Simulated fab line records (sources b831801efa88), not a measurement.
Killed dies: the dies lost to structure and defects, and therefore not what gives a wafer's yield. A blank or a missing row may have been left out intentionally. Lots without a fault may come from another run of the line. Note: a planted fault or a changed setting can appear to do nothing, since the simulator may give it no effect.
Comparing a struck lot with a sound one -- flow sky130 -- 15 out of 708 route steps
Sound: the wafers L625.2, L625.4, L625.5. Wafers L635.2, L635.3, L635.4 were the ones struck. The cause comes at the end.
Each step with rows lists, per side, the tool, then ch with its chambers, then its first start. Under that, the readings that differ: sound wafers -- struck wafers -- difference of the means -- sigmas: that difference in standard deviations of wafers without a fault.
alike: words and numbers the same on both sides, and readings whose means are apart by under 2 such deviations; not compared: readings that were withheld, readings missing a value for some wafer, numbers with overlapping values and no deviation given by the record, and bounds like >300 which may hide the same value.
The two part at a step that has a row with sigmas, a row that says differs or no value, or rows on one side only. Numbers that don't overlap but have no deviation are shown without sigmas and don't part them. A reading missing from all wafers of one side parts the sides only when that side holds two or more wafers.

SKY_NWELL_RS_MEAS_29: a four-point-probe measurement.
  struck on film_metro-02, day 7 21:55; sound on film_metro-03, day 5 10:57
  alike: NWELL_RS
SKY_NWELL_RS_MEAS_31: a four-point-probe measurement.
  struck on film_metro-02, day 7 22:09; sound on film_metro-03, day 5 11:11
  alike: PWDE_RS
then, 7 steps without rows for these wafers: SKY_VT_ADJUST_HVTP_DEHYDRATE_00 (time 60 s); SKY_VT_ADJUST_HVTP_HMDS_01 (prime time 60 s); SKY_VT_ADJUST_HVTP_COAT_02 (resist thk 1140 nm); SKY_VT_ADJUST_HVTP_SOFTBAKE_03 (time 60 s); SKY_VT_ADJUST_HVTP_EXPOSE_04 (exposes mask HVTPM, target cd 380 nm); SKY_VT_ADJUST_HVTP_PEB_05; SKY_VT_ADJUST_HVTP_DEVELOP_06 (develop time 60 s).
SKY_VT_ADJUST_HVTP_CD_MEAS_07: the cd target is 380 nm.
  struck on cd_sem-02, day 8 18:52; sound on cd_sem-01, day 6 05:07
  alike: cd_nm
SKY_VT_ADJUST_HVTP_OVL_MEAS_08:
  struck on overlay-02, day 8 18:58; sound on overlay-01, day 6 05:13
  alike: VT_ADJUST_HVTP_OVL
SKY_VT_ADJUST_HVTP_IMPLANT_09:
  sound on implanter-04 ch 0, day 6 05:16; struck on implanter-04 ch 0, day 8 19:01
reading,sound,struck,difference,sigmas
dose_ions_cm2,4.305e+12 4.308e+12 4.303e+12,4.986e+12 4.986e+12 4.984e+12,+6.800e+11,+99 or more
faraday_current_uA,24.8 24.3 24.8,27.6 28.2 29.0,+3.6,+7
SKY_VT_ADJUST_HVTP_STRIP_10: strips in O2/N2.
  sound on plasma_asher-01 ch 0,1, day 6 05:23; struck on plasma_asher-01 ch 0,1, day 8 19:08
reading,sound,struck,difference,sigmas
strip_time_to_endpoint_s (s),14.19 14.10 14.18,14.25 14.24 14.26,+0.09,+2
  alike: chamber_pressure_mTorr, drypump_motor_current_A, oes_product_au
  not compared: rf_hours_counter_h
SKY_VT_ADJUST_HVTP_TW_MEAS_11:
  struck on film_metro-02, day 8 19:29; sound on film_metro-04, day 6 05:30
reading,sound,struck,difference,sigmas
VT_ADJUST_HVTP_TW,1374 1372 1372,1424 1428 1426,+53,+7
  not compared: hold
-- a jump in the record: the struck wafers' starts before and after are 40 days apart (it breaks off in module VT_ADJUST_HVTP and resumes in module PAD_OPEN, where the first step shown is number 708 of the route) --
SKY_PAD_OPEN_PROBE_99:
  struck on prober-01, day 48 12:44; sound on prober-01, day 46 02:32
reading,sound,struck,difference,sigmas
model.etest.tip_p.rs_ohm_sq,6940 6857 6912,7230 7218 7282,+340,
model.etest.pfet_01v8.r_on_ohm_um,2832 2748 2760,2972 3131 2972,+245,
model.etest.pfet_01v8.drive_ua_um,195.7 204.6 204.6,181.6 170.5 181.1,-23.9,
model.etest.pfet_01v8_mvt.drive_ua_um,152.5 156.9 156.4,138.1 133.5 137.3,-19.0,
model.etest.pfet_01v8_hvt.drive_ua_um,144.9 152.3 150.9,137.3 126.9 136.8,-15.7,
model.etest.sram_pfet_latch.drive_ua_um,141.8 153.3 147.3,136.7 130.8 135.2,-13.2,
model.etest.pfet_01v8_mvt.off_log10_a_um,-10.68 -10.47 -10.36,-12.06 -12.13 -12.11,-1.60,
model.etest.pfet_01v8.off_log10_a_um,-9.587 -9.038 -8.982,-10.81 -11.45 -11.1,-1.92,
  alike: killed_at_M0_to_M3, killed_at_M4_up, killed_at_contacts, killed_at_front_end, killed_at_other, killed_dies, killed_open, killed_short

## WHERE THEY PART
At SKY_VT_ADJUST_HVTP_IMPLANT_09 first; at SKY_VT_ADJUST_HVTP_TW_MEAS_11 last (within this record only). Later steps at which nothing parts them and some readings are alike: SKY_PAD_OPEN_PROBE_99.

WHY: the cause the simulator had injected
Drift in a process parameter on implanter-04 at SKY_VT_ADJUST_HVTP_IMPLANT_09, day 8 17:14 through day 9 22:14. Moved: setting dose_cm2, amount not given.
